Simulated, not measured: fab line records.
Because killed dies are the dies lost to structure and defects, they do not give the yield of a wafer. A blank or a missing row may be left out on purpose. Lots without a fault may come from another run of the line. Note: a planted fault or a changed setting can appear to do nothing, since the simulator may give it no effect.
Split-lot study | flow sky130 | 23 wafers read from 5 lots, route of 708 steps

== THE SPLIT ==
At SKY_METAL2_SPUTTER_02 (material AlCu, target thk 250 nm, time 13.3 s), the setting powerW was moved away from the recipe's 10600 W on 8 of the 23 wafers read, by -10.9% to +5.1%. This setting was run at the recipe's value on the other wafers.

== FROM THE SPLIT TO THE READING: what the file shows between them, 3 steps ==
- SKY_METAL2_SPUTTER_03: material Ti, target thk 5 nm, time 3.3 s
- SKY_METAL2_SPUTTER_04: material TiN, target thk 70 nm, time 58.3 s
- SKY_METAL2_RS_MEAS_05: measures by four-point-probe

== THE READING ==
METAL2_ALCU_THK, in nm, at SKY_METAL2_THK_MEAS_06 (measures by xrf). A value of 247.7 nm with a standard deviation of 2.7 nm is what fault-free wafers of this fab line usually give.

wafer  | tool, chamber at the split | powerW as run, W | against the recipe | METAL2_ALCU_THK, nm | against lot-mates on the recipe
L074.1 | pvdSputter-03, -           | 10600            | recipe             | 243.9               | -
L074.2 | pvdSputter-03, -           | 10600            | recipe             | 248.5               | -
L074.4 | pvdSputter-03, -           | 10600            | recipe             | 248.2               | -
L074.5 | pvdSputter-03, -           | 10600            | recipe             | 246.2               | -
L074.6 | pvdSputter-03, -           | 10600            | recipe             | 251.0               | -
L077.1 | pvdSputter-03, -           | 9441             | -10.9%             | 218.3               | -24.9
L077.2 | pvdSputter-03, -           | 10600            | recipe             | 245.1               | -
L077.3 | pvdSputter-03, -           | 9441             | -10.9%             | 219.7               | -23.5
L077.4 | pvdSputter-03, -           | 10600            | recipe             | 241.3               | -
L077.6 | pvdSputter-03, -           | 9441             | -10.9%             | 220.4               | -22.8
L083.4 | pvdSputter-04, -           | 10600            | recipe             | 249.6               | -
L083.5 | pvdSputter-04, -           | 10600            | recipe             | 253.0               | -
L083.6 | pvdSputter-04, -           | 10600            | recipe             | 251.8               | -
L081.1 | pvdSputter-03, -           | 10600            | recipe             | 249.6               | -
L081.2 | pvdSputter-03, -           | 9916             | -6.5%              | 229.5               | -19.8
L081.4 | pvdSputter-03, -           | 10600            | recipe             | 248.6               | -
L081.5 | pvdSputter-03, -           | 10600            | recipe             | 249.6               | -
L081.6 | pvdSputter-03, -           | 9916             | -6.5%              | 227.0               | -22.3
L085.1 | pvdSputter-04, -           | 11140            | +5.1%              | 256.9               | +12.2
L085.2 | pvdSputter-04, -           | 10600            | recipe             | 246.4               | -
L085.3 | pvdSputter-04, -           | 11140            | +5.1%              | 258.1               | +13.4
L085.4 | pvdSputter-04, -           | 11140            | +5.1%              | 260.1               | +15.4
L085.6 | pvdSputter-04, -           | 10600            | recipe             | 243.0               | -

FIT RESULTS
A straight line over all 23 wafers: METAL2_ALCU_THK changes by +2.54 nm for each +1% of powerW; r = +0.97; the points scatter about the line by 3 nm.
The same after taking each lot's own level away (the mean of its wafers on the recipe; 23 wafers): +2.43 nm for each +1%; r = +0.98; scatter 2.6 nm.
According to that fit, moving powerW by its largest amount changes the reading by 27 nm.
The span of the lots' own levels, 243.20 to 251.47 nm, comes to 3.1 times the standard deviation stated above.
The two slopes are in agreement: the lot-to-lot level therefore moves the slope only a little.
Check: with one of the wafers moved furthest among these (-10.9%) left out of the fit, the line predicts -26.9 nm for it against its lot-mates. It came out at -24.9 nm against them.

== OTHER SPLITS APPLIED TO THESE WAFERS ==
Other splits were also applied to these wafers ahead of the reading. Each is held against what the fit with the lots' levels taken away leaves over:
other split on the same wafers        | wafers away from the commonest value | r with METAL2_ALCU_THK (lot level and that fit taken away)
SKY_LI_CONTACT_CVD_21 tempC           | 6                                    | +0.33
SKY_CONTACT_HDPCVD_02 timeS           | 4                                    | +0.25
SKY_CONTACT_COAT_08 resistThkNm       | 8                                    | -0.51
SKY_METAL1_SPUTTER_03 powerW          | 8                                    | +0.29
SKY_METAL1_METAL_ETCH_19 overEtchFrac | 9                                    | -0.57
SKY_VIA1_HDPCVD_00 sih4FlowSccm       | 10                                   | -0.08
SKY_VIA1_ETCH_15 biasW                | 6                                    | +0.30

== THE WHOLE CHAIN: every reading that the file lists as answering this split, in the file's order ==
step                   | what it does                                  | reading                                                                          | change (the file's fit)              | r (the file's)
SKY_METAL2_SPUTTER_02  | material AlCu, target thk 250 nm, time 13.3 s | AlCu_of_METAL2_SPUTTER_02.thkNm (the simulator's own value, which no gauge read) | +2.48 nm for each +1% of the setting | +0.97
SKY_METAL2_RS_MEAS_05  | measures by four-point-probe                  | METAL2_ALCU_RS                                                                   | -0.00141 for each +1% of the setting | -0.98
SKY_METAL2_THK_MEAS_06 | measures by xrf                               | METAL2_ALCU_THK                                                                  | +2.48 for each +1% of the setting    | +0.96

== THE FILE'S OWN FIT ==
METAL2_ALCU_THK changes by +2.48 nm for each +1% of powerW, r = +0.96.
